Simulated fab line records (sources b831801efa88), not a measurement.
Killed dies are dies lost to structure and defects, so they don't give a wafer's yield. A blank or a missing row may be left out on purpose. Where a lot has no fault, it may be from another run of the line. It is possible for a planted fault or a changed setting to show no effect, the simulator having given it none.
Matching of chambers :: flow sky130 :: SKY_CONTACT_CMP_04 on cmp-02 has 4 sister chambers
The step polishes SiO2. 16 wafers are shown with their chamber, then 8 later ones without.

== WAFERS WITH THEIR CHAMBER ==
wafer: L722.2
chamber: 3
motorCurrentA (A): 11.8
timeToEndpointS (s): 88

wafer: L722.4
chamber: 2
motorCurrentA (A): 11.8
timeToEndpointS (s): 84

wafer: L722.5
chamber: 2
motorCurrentA (A): 11.5
timeToEndpointS (s): 82

wafer: L724.3
chamber: 2
motorCurrentA (A): 11.7
timeToEndpointS (s): 78

wafer: L724.4
chamber: 1
motorCurrentA (A): 12.2
timeToEndpointS (s): 81

wafer: L724.6
chamber: 0
motorCurrentA (A): 9.3
timeToEndpointS (s): 80

wafer: L726.2
chamber: 0
motorCurrentA (A): 9.0
timeToEndpointS (s): 74

wafer: L726.3
chamber: 1
motorCurrentA (A): 12.5
timeToEndpointS (s): 78

wafer: L726.4
chamber: 2
motorCurrentA (A): 11.4
timeToEndpointS (s): 79

wafer: L727.1
chamber: 2
motorCurrentA (A): 11.3
timeToEndpointS (s): 81

wafer: L727.4
chamber: 0
motorCurrentA (A): 9.6
timeToEndpointS (s): 78

wafer: L727.5
chamber: 2
motorCurrentA (A): 11.7
timeToEndpointS (s): 75

wafer: L728.2
chamber: 2
motorCurrentA (A): 10.8
timeToEndpointS (s): 80

wafer: L728.3
chamber: 1
motorCurrentA (A): 12.3
timeToEndpointS (s): 84

wafer: L728.4
chamber: 0
motorCurrentA (A): 9.1
timeToEndpointS (s): 78

wafer: L729.1
chamber: 2
motorCurrentA (A): 11.5
timeToEndpointS (s): 82

SIGNATURES (averages over the wafers above)
reading: motorCurrentA
chamber 0: 9.250
chamber 1: 12.333
chamber 2: 11.463
chamber 3: 11.800
scatter within a chamber: 0.282

reading: timeToEndpointS
chamber 0: 77.50
chamber 1: 81.00
chamber 2: 80.12
chamber 3: 88.00
scatter within a chamber: 2.77
Rule: a wafer lies at a distance from a chamber equal to the root of the sum of squares, over the readings, of (its reading less the chamber's mean, divided by the reading's scatter). If the next closest chamber is less than 2 further off than the closest, the wafer can't be placed; otherwise it belongs to the closest. The scatter: the root of (the sum of the squares of (reading less its chamber's mean) over the shown wafers, divided by (wafers less chambers)).

== WAFERS MISSING THEIR CHAMBER ==
wafer: L729.2
motorCurrentA (A): 13.2
timeToEndpointS (s): 86

wafer: L729.4
motorCurrentA (A): 9.2
timeToEndpointS (s): 79

wafer: L734.2
motorCurrentA (A): 11.4
timeToEndpointS (s): 89

wafer: L734.4
motorCurrentA (A): 9.2
timeToEndpointS (s): 85

wafer: L734.5
motorCurrentA (A): 9.2
timeToEndpointS (s): 83

wafer: L745.1
motorCurrentA (A): 13.3
timeToEndpointS (s): 80

wafer: L745.3
motorCurrentA (A): 12.0
timeToEndpointS (s): 79

wafer: L745.5
motorCurrentA (A): 11.9
timeToEndpointS (s): 78

== WHICH CHAMBER EACH ONE RAN IN ==
wafer: L729.2
from the rows above: can't be placed: 1 or 3
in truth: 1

wafer: L729.4
from the rows above: 0
in truth: 0

wafer: L734.2
from the rows above: can't be placed: 3 or 2
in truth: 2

wafer: L734.4
from the rows above: 0
in truth: 0

wafer: L734.5
from the rows above: 0
in truth: 0

wafer: L745.1
from the rows above: 1
in truth: 1

wafer: L745.3
from the rows above: can't be placed: 1 or 2 or 3
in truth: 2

wafer: L745.5
from the rows above: can't be placed: 2 or 1 or 3
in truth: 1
Correctly placed: 4 of 8. Unplaceable from these rows: 4, with the true chamber sitting among the candidates in 4. Number placed wrongly: 0.
